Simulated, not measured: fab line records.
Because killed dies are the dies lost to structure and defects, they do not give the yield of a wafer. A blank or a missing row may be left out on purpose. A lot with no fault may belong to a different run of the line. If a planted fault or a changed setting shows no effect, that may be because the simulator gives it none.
What tool caused it? :: flow sky130 :: 33 wafers from 11 lots sampled at 5 of the route's 708 steps

## WHAT THE GAUGES SHOWED, per wafer
Not one reading of a measure or inspect step in the record can be checked against a usual standard deviation.

## WHAT TOOL EACH LOT RAN ON (gives the tool, then ch and the chambers of the sampled wafers, and finally the start)
lot: L167
SKY_CONTACT_CMP_27: cmp-01 ch 0,3, day 32 09:40
SKY_METAL1_METAL_ETCH_19: rie_metal-02 ch 0,1, day 33 13:02
SKY_VIA1_SPUTTER_20: pvd_sputter-03, day 35 17:44
SKY_METAL2_SPUTTER_00: pvd_sputter-04, day 35 18:22
SKY_PAD_OPEN_PROBE_99: prober-01, day 46 15:47

lot: L168
SKY_CONTACT_CMP_27: cmp-02 ch 1,2,3, day 32 13:49
SKY_METAL1_METAL_ETCH_19: rie_metal-02 ch 0,1, day 33 16:14
SKY_VIA1_SPUTTER_20: pvd_sputter-01, day 35 18:41
SKY_METAL2_SPUTTER_00: pvd_sputter-04, day 35 19:20
SKY_PAD_OPEN_PROBE_99: prober-02, day 46 17:20

lot: L169
SKY_CONTACT_CMP_27: cmp-02 ch 1,2, day 33 09:26
SKY_METAL1_METAL_ETCH_19: rie_metal-03 ch 1, day 34 12:56
SKY_VIA1_SPUTTER_20: pvd_sputter-03, day 36 00:29
SKY_METAL2_SPUTTER_00: pvd_sputter-01, day 36 01:08
SKY_PAD_OPEN_PROBE_99: prober-01, day 47 09:35

lot: L174
SKY_CONTACT_CMP_27: cmp-01 ch 2,3, day 35 18:44
SKY_METAL1_METAL_ETCH_19: rie_metal-02 ch 0,1, day 36 10:15
SKY_VIA1_SPUTTER_20: pvd_sputter-03, day 37 13:23
SKY_METAL2_SPUTTER_00: pvd_sputter-04, day 37 14:01
SKY_PAD_OPEN_PROBE_99: prober-02, day 48 11:29

lot: L175
SKY_CONTACT_CMP_27: cmp-02 ch 1,2, day 35 18:52
SKY_METAL1_METAL_ETCH_19: rie_metal-01 ch 1, day 36 11:29
SKY_VIA1_SPUTTER_20: pvd_sputter-01, day 37 14:04
SKY_METAL2_SPUTTER_00: pvd_sputter-01, day 37 14:42
SKY_PAD_OPEN_PROBE_99: prober-01, day 48 11:59

lot: L176
SKY_CONTACT_CMP_27: cmp-02 ch 1,2,3, day 36 01:07
SKY_METAL1_METAL_ETCH_19: rie_metal-02 ch 0,1, day 37 01:50
SKY_VIA1_SPUTTER_20: pvd_sputter-01, day 38 04:33
SKY_METAL2_SPUTTER_00: pvd_sputter-01, day 38 05:11
SKY_PAD_OPEN_PROBE_99: prober-01, day 49 03:10

lot: L180
SKY_CONTACT_CMP_27: cmp-02 ch 0,1,3, day 36 19:34
SKY_METAL1_METAL_ETCH_19: rie_metal-02 ch 0,1, day 37 20:53
SKY_VIA1_SPUTTER_20: pvd_sputter-03, day 39 00:05
SKY_METAL2_SPUTTER_00: pvd_sputter-01, day 39 00:58
SKY_PAD_OPEN_PROBE_99: prober-02, day 49 12:58

lot: L179
SKY_CONTACT_CMP_27: cmp-01 ch 0,2,3, day 36 21:36
SKY_METAL1_METAL_ETCH_19: rie_metal-01 ch 0,1, day 37 23:05
SKY_VIA1_SPUTTER_20: pvd_sputter-03, day 39 02:23
SKY_METAL2_SPUTTER_00: -
SKY_PAD_OPEN_PROBE_99: prober-01, day 49 16:50

lot: L178
SKY_CONTACT_CMP_27: cmp-01 ch 1,2,3, day 36 22:50
SKY_METAL1_METAL_ETCH_19: rie_metal-03 ch 0,1, day 38 00:01
SKY_VIA1_SPUTTER_20: pvd_sputter-01, day 39 03:34
SKY_METAL2_SPUTTER_00: -
SKY_PAD_OPEN_PROBE_99: prober-02, day 49 20:29

lot: L181
SKY_CONTACT_CMP_27: cmp-02 ch 2,3, day 36 23:52
SKY_METAL1_METAL_ETCH_19: rie_metal-01 ch 0,1, day 38 00:59
SKY_VIA1_SPUTTER_20: pvd_sputter-03, day 39 03:49
SKY_METAL2_SPUTTER_00: -
SKY_PAD_OPEN_PROBE_99: prober-01, day 49 23:13

lot: L185
SKY_CONTACT_CMP_27: cmp-02 ch 0,1,2, day 38 03:01
SKY_METAL1_METAL_ETCH_19: rie_metal-03 ch 0,1, day 39 04:31
SKY_VIA1_SPUTTER_20: pvd_sputter-03, day 40 07:35
SKY_METAL2_SPUTTER_00: pvd_sputter-04, day 40 08:40
SKY_PAD_OPEN_PROBE_99: prober-01, day 50 16:58
- SKY_CONTACT_CMP_27: polishes, stops on SiO2, t overpolish 15 s, target thk 0 nm.
- SKY_METAL1_METAL_ETCH_19: etches the open film in Cl2/BCl3, stops on SiO2, target depth 360 nm, time 78 s.
- SKY_VIA1_SPUTTER_20: material TiN, target thk 20 nm, time 80 s.
- SKY_METAL2_SPUTTER_00: material Ti, target thk 15 nm, time 10 s.
- SKY_PAD_OPEN_PROBE_99

## WHAT THE TOOLS THEMSELVES READ (means of the sampled wafers that have a number; where no wafer has one, the mark that the record gives instead)
SKY_CONTACT_CMP_27. Usual: motor_current_A 11.1 A, standard deviation 1.3; overpolish_run_s 15.000 s, standard deviation 0.0093; slurry_filter_dp_kPa 13.51 kPa, standard deviation 0.14; time_to_endpoint_s 82 s, standard deviation 4.1.
lot: L167
tool: cmp-01
motor_current_A (A): 10.5
overpolish_run_s (s): 14.993
slurry_filter_dp_kPa (kPa): 13.35
time_to_endpoint_s (s): 85
flag: 

lot: L168
tool: cmp-02
motor_current_A (A): 10.5
overpolish_run_s (s): 15.003
slurry_filter_dp_kPa (kPa): 13.43
time_to_endpoint_s (s): 80
flag: 

lot: L169
tool: cmp-02
motor_current_A (A): 11.3
overpolish_run_s (s): 15.005
slurry_filter_dp_kPa (kPa): 13.52
time_to_endpoint_s (s): 86
flag: 

lot: L174
tool: cmp-01
motor_current_A (A): 10.6
overpolish_run_s (s): 15.000
slurry_filter_dp_kPa (kPa): 13.48
time_to_endpoint_s (s): 83
flag: 

lot: L175
tool: cmp-02
motor_current_A (A): 11.3
overpolish_run_s (s): 15.007
slurry_filter_dp_kPa (kPa): 13.60
time_to_endpoint_s (s): 84
flag: 

lot: L176
tool: cmp-02
motor_current_A (A): 10.6
overpolish_run_s (s): 14.997
slurry_filter_dp_kPa (kPa): 13.51
time_to_endpoint_s (s): 85
flag: 

lot: L180
tool: cmp-02
motor_current_A (A): 11.4
overpolish_run_s (s): 15.003
slurry_filter_dp_kPa (kPa): 13.53
time_to_endpoint_s (s): 83
flag: 

lot: L179
tool: cmp-01
motor_current_A (A): 10.1
overpolish_run_s (s): 14.989
slurry_filter_dp_kPa (kPa): 13.45
time_to_endpoint_s (s): 83
flag: 

lot: L178
tool: cmp-01
motor_current_A (A): 11.3
overpolish_run_s (s): 15.000
slurry_filter_dp_kPa (kPa): 13.47
time_to_endpoint_s (s): 86
flag: 

lot: L181
tool: cmp-02
motor_current_A (A): 9.7
overpolish_run_s (s): 14.995
slurry_filter_dp_kPa (kPa): 13.53
time_to_endpoint_s (s): 76
flag: 

lot: L185
tool: cmp-02
motor_current_A (A): 11.5
overpolish_run_s (s): 14.997
slurry_filter_dp_kPa (kPa): 13.63
time_to_endpoint_s (s): 83
flag: 

SKY_METAL1_METAL_ETCH_19. Usual: bcl3_flow_sccm 29.99 sccm, standard deviation 0.11; drypump_motor_current_A 5.6 A, standard deviation 0.44; oes_product_au 0.853 a.u., standard deviation 0.0066; throttle_valve_pct 22.264 %, standard deviation 0.0091.
lot: L167
tool: rie_metal-02
bcl3_flow_sccm (sccm): 29.94
drypump_motor_current_A (A): 5.2
oes_product_au (a.u.): 0.863
throttle_valve_pct (%): 22.283
flag: 

lot: L168
tool: rie_metal-02
bcl3_flow_sccm (sccm): 30.09
drypump_motor_current_A (A): 5.2
oes_product_au (a.u.): 0.856
throttle_valve_pct (%): 22.264
flag: 

lot: L169
tool: rie_metal-03
bcl3_flow_sccm (sccm): 29.93
drypump_motor_current_A (A): 5.7
oes_product_au (a.u.): 0.843
throttle_valve_pct (%): 22.261
flag: 

lot: L174
tool: rie_metal-02
bcl3_flow_sccm (sccm): 29.92
drypump_motor_current_A (A): 5.2
oes_product_au (a.u.): 0.850
throttle_valve_pct (%): 22.261
flag: 

lot: L175
tool: rie_metal-01
bcl3_flow_sccm (sccm): 30.14
drypump_motor_current_A (A): 5.4
oes_product_au (a.u.): 0.851
throttle_valve_pct (%): 22.268
flag: 

lot: L176
tool: rie_metal-02
bcl3_flow_sccm (sccm): 30.09
drypump_motor_current_A (A): 5.2
oes_product_au (a.u.): 0.855
throttle_valve_pct (%): 22.260
flag: 

lot: L180
tool: rie_metal-02
bcl3_flow_sccm (sccm): 30.10
drypump_motor_current_A (A): 5.2
oes_product_au (a.u.): 0.858
throttle_valve_pct (%): 22.268
flag: 

lot: L179
tool: rie_metal-01
bcl3_flow_sccm (sccm): 29.90
drypump_motor_current_A (A): 5.8
oes_product_au (a.u.): 0.851
throttle_valve_pct (%): 22.264
flag: 

lot: L178
tool: rie_metal-03
bcl3_flow_sccm (sccm): 29.99
drypump_motor_current_A (A): 6.2
oes_product_au (a.u.): 0.855
throttle_valve_pct (%): 22.259
flag: 

lot: L181
tool: rie_metal-01
bcl3_flow_sccm (sccm): 29.93
drypump_motor_current_A (A): 5.6
oes_product_au (a.u.): 0.857
throttle_valve_pct (%): 22.260
flag: 

lot: L185
tool: rie_metal-03
bcl3_flow_sccm (sccm): 29.93
drypump_motor_current_A (A): 6.2
oes_product_au (a.u.): 0.849
throttle_valve_pct (%): 22.257
flag: 

SKY_VIA1_SPUTTER_20. Usual: cathode_dc_power_W 4000.1 W, standard deviation 0.67; chamber_pressure_pa 5.000 Pa, standard deviation 0.01; throttle_valve_pct 30.4 %, standard deviation 0.56.
lot: L167
tool: pvd_sputter-03
cathode_dc_power_W (W): 4000.2
chamber_pressure_pa (Pa): 4.988
throttle_valve_pct (%): 30.3
flag: 

lot: L168
tool: pvd_sputter-01
cathode_dc_power_W (W): 3999.7
chamber_pressure_pa (Pa): 4.993
throttle_valve_pct (%): 30.0
flag: 

lot: L169
tool: pvd_sputter-03
cathode_dc_power_W (W): 4000.4
chamber_pressure_pa (Pa): 4.995
throttle_valve_pct (%): 30.2
flag: 

lot: L174
tool: pvd_sputter-03
cathode_dc_power_W (W): 3999.8
chamber_pressure_pa (Pa): 4.999
throttle_valve_pct (%): 30.3
flag: 

lot: L175
tool: pvd_sputter-01
cathode_dc_power_W (W): 4000.1
chamber_pressure_pa (Pa): 4.989
throttle_valve_pct (%): 30.2
flag: 

lot: L176
tool: pvd_sputter-01
cathode_dc_power_W (W): 3999.6
chamber_pressure_pa (Pa): 4.999
throttle_valve_pct (%): 30.5
flag: 

lot: L180
tool: pvd_sputter-03
cathode_dc_power_W (W): 4000.2
chamber_pressure_pa (Pa): 4.995
throttle_valve_pct (%): 30.4
flag: 

lot: L179
tool: pvd_sputter-03
cathode_dc_power_W (W): -
chamber_pressure_pa (Pa): -
throttle_valve_pct (%): -
flag: OFF

lot: L178
tool: pvd_sputter-01
cathode_dc_power_W (W): -
chamber_pressure_pa (Pa): -
throttle_valve_pct (%): -
flag: OFF

lot: L181
tool: pvd_sputter-03
cathode_dc_power_W (W): -
chamber_pressure_pa (Pa): -
throttle_valve_pct (%): -
flag: OFF

lot: L185
tool: pvd_sputter-03
cathode_dc_power_W (W): 4000.1
chamber_pressure_pa (Pa): 5.006
throttle_valve_pct (%): 30.3
flag: 

SKY_METAL2_SPUTTER_00. Usual: cathode_dc_power_W 3000.1 W, standard deviation 0.55; chamber_pressure_pa 0.4000 Pa, standard deviation 0.00087; throttle_valve_pct 30.2 %, standard deviation 0.91.
lot: L167
tool: pvd_sputter-04
cathode_dc_power_W (W): 3000.0
chamber_pressure_pa (Pa): 0.3997
throttle_valve_pct (%): 30.0
flag: 

lot: L168
tool: pvd_sputter-04
cathode_dc_power_W (W): 3000.2
chamber_pressure_pa (Pa): 0.4004
throttle_valve_pct (%): 29.6
flag: 

lot: L169
tool: pvd_sputter-01
cathode_dc_power_W (W): 2999.7
chamber_pressure_pa (Pa): 0.4004
throttle_valve_pct (%): 29.6
flag: 

lot: L174
tool: pvd_sputter-04
cathode_dc_power_W (W): 2999.8
chamber_pressure_pa (Pa): 0.4003
throttle_valve_pct (%): 31.2
flag: 

lot: L175
tool: pvd_sputter-01
cathode_dc_power_W (W): 3000.6
chamber_pressure_pa (Pa): 0.4002
throttle_valve_pct (%): 30.7
flag: 

lot: L176
tool: pvd_sputter-01
cathode_dc_power_W (W): 3000.6
chamber_pressure_pa (Pa): 0.3995
throttle_valve_pct (%): 30.4
flag: 

lot: L180
tool: pvd_sputter-01
cathode_dc_power_W (W): 2999.8
chamber_pressure_pa (Pa): 0.3994
throttle_valve_pct (%): 30.4
flag: 

lot: L185
tool: pvd_sputter-04
cathode_dc_power_W (W): 2999.9
chamber_pressure_pa (Pa): 0.3996
throttle_valve_pct (%): 30.4
flag: 

SKY_PAD_OPEN_PROBE_99. Usual: defect_limited_yield 82.8 %, standard deviation 1.8; killed_at_M0_to_M3 42, standard deviation 5.8; killed_at_M4_up 3.0, standard deviation 2; killed_at_contacts 24, standard deviation 5.5; killed_at_front_end 15, standard deviation 3.9; killed_at_other 0.3, standard deviation 0.54; killed_dies 85, standard deviation 8.8; killed_on_rim 16, standard deviation 3.7; killed_open 47, standard deviation 6.8; killed_short 38, standard deviation 5.9; sort_bin_3_pad_short 0.9 %, standard deviation 0.41; sort_bin_5_function 10.1 %, standard deviation 1.4; sort_bin_6_memory 6.2 %, standard deviation 1.2; sort_n_pass 407, standard deviation 8.8; sort_yield_pct 82.8 %, standard deviation 1.8.
lot: L167
tool: prober-01
defect_limited_yield (%): 81.9
killed_at_M0_to_M3: 40
killed_at_M4_up: 2.3
killed_at_contacts: 28
killed_at_front_end: 18
killed_at_other: 0.0
killed_dies: 89
killed_on_rim: 19
killed_open: 53
killed_short: 35
sort_bin_3_pad_short (%): 0.9
sort_bin_5_function (%): 10.0
sort_bin_6_memory (%): 7.2
sort_n_pass: 403
sort_yield_pct (%): 81.9
flag: 

lot: L168
tool: prober-02
defect_limited_yield (%): 84.0
killed_at_M0_to_M3: 40
killed_at_M4_up: 3.0
killed_at_contacts: 21
killed_at_front_end: 14
killed_at_other: 0.0
killed_dies: 78
killed_on_rim: 16
killed_open: 47
killed_short: 32
sort_bin_3_pad_short (%): 0.7
sort_bin_5_function (%): 9.9
sort_bin_6_memory (%): 5.4
sort_n_pass: 414
sort_yield_pct (%): 84.0
flag: 

lot: L169
tool: prober-01
defect_limited_yield (%): 83.6
killed_at_M0_to_M3: 44
killed_at_M4_up: 3.3
killed_at_contacts: 19
killed_at_front_end: 14
killed_at_other: 0.0
killed_dies: 80
killed_on_rim: 17
killed_open: 41
killed_short: 39
sort_bin_3_pad_short (%): 0.9
sort_bin_5_function (%): 9.9
sort_bin_6_memory (%): 5.6
sort_n_pass: 412
sort_yield_pct (%): 83.6
flag: 

lot: L174
tool: prober-02
defect_limited_yield (%): 81.6
killed_at_M0_to_M3: 47
killed_at_M4_up: 2.7
killed_at_contacts: 28
killed_at_front_end: 13
killed_at_other: 0.0
killed_dies: 90
killed_on_rim: 17
killed_open: 49
killed_short: 41
sort_bin_3_pad_short (%): 0.5
sort_bin_5_function (%): 10.8
sort_bin_6_memory (%): 7.0
sort_n_pass: 402
sort_yield_pct (%): 81.6
flag: 

lot: L175
tool: prober-01
defect_limited_yield (%): 81.3
killed_at_M0_to_M3: 41
killed_at_M4_up: 4.3
killed_at_contacts: 27
killed_at_front_end: 19
killed_at_other: 0.0
killed_dies: 92
killed_on_rim: 13
killed_open: 51
killed_short: 41
sort_bin_3_pad_short (%): 0.9
sort_bin_5_function (%): 11.0
sort_bin_6_memory (%): 6.8
sort_n_pass: 400
sort_yield_pct (%): 81.3
flag: 

lot: L176
tool: prober-01
defect_limited_yield (%): 81.7
killed_at_M0_to_M3: 43
killed_at_M4_up: 3.3
killed_at_contacts: 24
killed_at_front_end: 19
killed_at_other: 0.7
killed_dies: 90
killed_on_rim: 14
killed_open: 47
killed_short: 42
sort_bin_3_pad_short (%): 0.8
sort_bin_5_function (%): 10.6
sort_bin_6_memory (%): 6.9
sort_n_pass: 402
sort_yield_pct (%): 81.7
flag: 

lot: L180
tool: prober-02
defect_limited_yield (%): 82.2
killed_at_M0_to_M3: 43
killed_at_M4_up: 3.7
killed_at_contacts: 26
killed_at_front_end: 14
killed_at_other: 0.7
killed_dies: 87
killed_on_rim: 19
killed_open: 52
killed_short: 35
sort_bin_3_pad_short (%): 0.7
sort_bin_5_function (%): 11.1
sort_bin_6_memory (%): 6.0
sort_n_pass: 405
sort_yield_pct (%): 82.2
flag: 

lot: L179
tool: prober-01
defect_limited_yield (%): 0.0
killed_at_M0_to_M3: 443
killed_at_M4_up: 3.0
killed_at_contacts: 26
killed_at_front_end: 19
killed_at_other: 0.3
killed_dies: 492
killed_on_rim: 96
killed_open: 42
killed_short: 40
sort_bin_3_pad_short (%): 0.5
sort_bin_5_function (%): 94.2
sort_bin_6_memory (%): 5.3
sort_n_pass: 0
sort_yield_pct (%): 0.0
flag: OFF

lot: L178
tool: prober-02
defect_limited_yield (%): 0.0
killed_at_M0_to_M3: 450
killed_at_M4_up: 2.7
killed_at_contacts: 28
killed_at_front_end: 11
killed_at_other: 0.0
killed_dies: 492
killed_on_rim: 96
killed_open: 45
killed_short: 35
sort_bin_3_pad_short (%): 0.8
sort_bin_5_function (%): 93.7
sort_bin_6_memory (%): 5.5
sort_n_pass: 0
sort_yield_pct (%): 0.0
flag: OFF

lot: L181
tool: prober-01
defect_limited_yield (%): 0.0
killed_at_M0_to_M3: 455
killed_at_M4_up: 4.3
killed_at_contacts: 20
killed_at_front_end: 13
killed_at_other: 0.0
killed_dies: 492
killed_on_rim: 96
killed_open: 44
killed_short: 35
sort_bin_3_pad_short (%): 0.9
sort_bin_5_function (%): 93.8
sort_bin_6_memory (%): 5.4
sort_n_pass: 0
sort_yield_pct (%): 0.0
flag: OFF

lot: L185
tool: prober-01
defect_limited_yield (%): 83.8
killed_at_M0_to_M3: 45
killed_at_M4_up: 1.0
killed_at_contacts: 21
killed_at_front_end: 12
killed_at_other: 0.0
killed_dies: 80
killed_on_rim: 15
killed_open: 47
killed_short: 33
sort_bin_3_pad_short (%): 0.8
sort_bin_5_function (%): 8.9
sort_bin_6_memory (%): 6.5
sort_n_pass: 412
sort_yield_pct (%): 83.8
flag: 

## THE ANSWER, worked out from the rows above alone
Rule: lot off if the mean of its wafers having a number is beyond 3 standard deviations from the usual mean. A lot without any number at a reading at which 4 lots or more have one is off too. All remaining lots with rows at the step are treated as sound. Order of review: gauges by route order, followed by the tools' own readings, for which a lot's mean as printed above is used. The first step at which some lot is off is used, and at that step the reading that is off furthest; a lot without a number counts as furthest.
Off, at SKY_VIA1_SPUTTER_20 on cathode_dc_power_W: L179, L178, L181. Without a number there: L179, L178, L181.
A tool fits if, at that step or a process step before it, it ran every lot that is off, and no sound lot after the first of them. None of those tried fits.

## WHAT THE SIMULATOR HAD PUT IN
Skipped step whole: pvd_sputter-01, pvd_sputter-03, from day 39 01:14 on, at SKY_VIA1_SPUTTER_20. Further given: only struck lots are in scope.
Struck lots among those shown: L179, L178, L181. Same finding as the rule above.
